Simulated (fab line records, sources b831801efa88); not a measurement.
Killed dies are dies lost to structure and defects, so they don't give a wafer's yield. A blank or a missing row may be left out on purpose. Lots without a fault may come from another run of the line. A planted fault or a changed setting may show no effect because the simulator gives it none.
Chamber matching | flow sky130 | SKY_VIA3_CMP_24 on cmp-01: 4 sister chambers
The step polishes, stops on SiO2, t overpolish 20 s, target thk 0 nm. 8 wafers are shown with their chamber, then 7 later ones without.

WAFERS WITH THEIR CHAMBER
wafer  | chamber | motor_current_A (A) | time_to_endpoint_s (s)
L150.3 | 1       | 10.9                | 99
L150.4 | 2       | 10.2                | 102
L150.6 | 3       | 9.4                 | 96
L154.1 | 0       | 12.9                | 98
L154.3 | 2       | 10.4                | 93
L154.6 | 1       | 9.9                 | 98
L156.1 | 0       | 12.7                | 98
L156.3 | 3       | 8.9                 | 100

WAFERS WITHOUT THEIR CHAMBER
wafer  | motor_current_A (A) | time_to_endpoint_s (s)
L156.4 | 10.5                | 102
L161.1 | 9.6                 | 97
L161.3 | 12.4                | 98
L161.6 | 10.2                | 97
L162.1 | 13.1                | 92
L162.3 | 10.0                | 88
L162.4 | 9.9                 | 91

WHICH CHAMBER EACH WENT THROUGH
wafer  | from the rows above          | in truth
L156.4 | can't be placed: 1 or 2      | 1
L161.1 | can't be placed: 3 or 2 or 1 | 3
L161.3 | 0                            | 0
L161.6 | can't be placed: 2 or 1      | 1
L162.1 | 0                            | 0
L162.3 | can't be placed: 2 or 1 or 3 | 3
L162.4 | can't be placed: 2 or 1 or 3 | 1
Placed correctly: 2 of 7. Can't be placed from these rows: 5 (the true chamber is among the candidates in 5). Placed wrongly: 0.
How it was worked out, from the rows above alone: a wafer's distance from a chamber is the root of the sum, over the readings, of the square of ((its reading less the chamber's mean) divided by the reading's scatter). The wafer belongs to the nearest chamber; if the next one is less than 2 further off, it can't be placed. A chamber's mean is the mean of its shown wafers. The scatter: the root of (the sum of the squares of (reading less its chamber's mean) over the shown wafers, divided by (wafers less chambers)).
